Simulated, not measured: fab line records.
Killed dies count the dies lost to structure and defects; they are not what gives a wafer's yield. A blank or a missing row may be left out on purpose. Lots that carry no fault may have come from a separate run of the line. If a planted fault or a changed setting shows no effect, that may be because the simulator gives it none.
Shared-tool check	flow gf180mcu	Lots sampled 14, wafers sampled 42

## WHY THIS WAS OPENED
GF_HV_LDD_OVL_MEAS_47, reading HV_LDD_03_OVL: flagged on 4 of 14 lots. No-fault wafers: 0.4 nm, standard deviation 1.4.
Rule: a lot gets a flag if all its wafers with a number sit over 4 standard deviations from that mean, or if no wafer of it has a number. All remaining lots are regarded as sound.

lot	measured	on	HV_LDD_03_OVL (nm), wafer by wafer	flag
L993	day 13 05:16	overlay-01	2.6 1.1 2.2	
L994	day 13 09:57	overlay-01	-0.1 2.2 0.2	
L995	day 13 19:41	overlay-01	1.7 0.5 2.8	
L996	day 14 03:54	overlay-02	2.4 1.3 0.3	
L997	day 14 11:50	overlay-02	-0.2 0.2 0.1	
L998	day 14 20:01	overlay-01	0.5 1.1 -0.2	
L101	day 15 23:25	overlay-02	1.5 0.1 0.1	
L102	day 16 03:42	overlay-01	0.5 -0.1 -1.6	
L105	day 17 03:11	overlay-01	-1.3 0.7 -0.5	
L108	day 18 01:24	overlay-02	241.8 244.7 243.1	FLAGGED
L109	day 18 11:49	overlay-02	241.5 242.5 242.3	FLAGGED
L110	day 18 18:38	overlay-02	242.6 241.3 241.6	FLAGGED
L112	day 19 10:59	overlay-02	240.6 241.7 241.7	FLAGGED
L113	day 19 21:47	overlay-02	1.2 0.4 0.1	
Averaged over the flagged lots the numbers come to 242.1 nm, +241.7 nm from the usual (+99 or more standard deviations).

## LOT BY LOT: THE TOOL USED
The record keeps 1 process step preceding the reading, out of 602 steps on the route. Each cell gives the tool, then ch followed by the chambers the sampled wafers passed through, then the start.
lot	flag	GF_HV_LDD_EXPOSE_43
L993		iline_stepper-02 ch 0, day 12 19:45
L994		iline_stepper-02 ch 0, day 12 23:16
L995		iline_stepper-02 ch 0, day 13 09:31
L996		iline_stepper-02 ch 0, day 13 17:35
L997		iline_stepper-01 ch 0, day 14 01:31
L998		iline_stepper-02 ch 0, day 14 10:10
L101		iline_stepper-01 ch 0, day 15 12:41
L102		iline_stepper-01 ch 0, day 15 16:44
L105		iline_stepper-02 ch 0, day 16 15:55
L108	FLAGGED	iline_stepper-02 ch 0, day 17 13:49
L109	FLAGGED	iline_stepper-02 ch 0, day 18 00:20
L110	FLAGGED	iline_stepper-02 ch 0, day 18 06:25
L112	FLAGGED	iline_stepper-02 ch 0, day 18 22:34
L113		iline_stepper-01 ch 0, day 19 09:23
What these steps do:
- GF_HV_LDD_EXPOSE_43: exposes mask Pplus HV AREA, target cd 400 nm.
- GF_HV_LDD_OVL_MEAS_47

## FLAGGED OVER TOTAL, TOOL BY TOOL (the gauges that took the reading come last)
step	tool	lots run	flagged	share of the flagged lots	sound lots run after its first flagged lot
GF_HV_LDD_EXPOSE_43	iline_stepper-01	4	0	none	-
GF_HV_LDD_EXPOSE_43	iline_stepper-02	10	4	all	0
GF_HV_LDD_OVL_MEAS_47	overlay-01	6	0	none	-
GF_HV_LDD_OVL_MEAS_47	overlay-02	8	4	all	1 (L113)

## WHAT IS ALLOWED BY THE TABLE
Table rows that saw every flagged lot: 2, namely iline_stepper-02 at GF_HV_LDD_EXPOSE_43 and overlay-02 at GF_HV_LDD_OVL_MEAS_47.
- iline_stepper-02 at GF_HV_LDD_EXPOSE_43: 4 of its 10 lots flagged. Its last sound lot is L105 (day 16 15:55), its first flagged lot L108 (day 17 13:49): a fault that began between those two fits.
- overlay-02 at GF_HV_LDD_OVL_MEAS_47: 4 of its 8 lots flagged. After the first flagged lot (L113), sound lots still ran on it; a lasting fault on the whole tool would not permit that.
iline_stepper-02 at GF_HV_LDD_EXPOSE_43 is the single tool remaining.

## WHAT WAS PUT IN BY THE SIMULATOR
Scanner matching overlay: iline_stepper-02, from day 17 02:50 on, at GF_HV_LDD_EXPOSE_43. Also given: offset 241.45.
Shown lots that were struck: L108, L109, L110, L112. The rule above found the same.
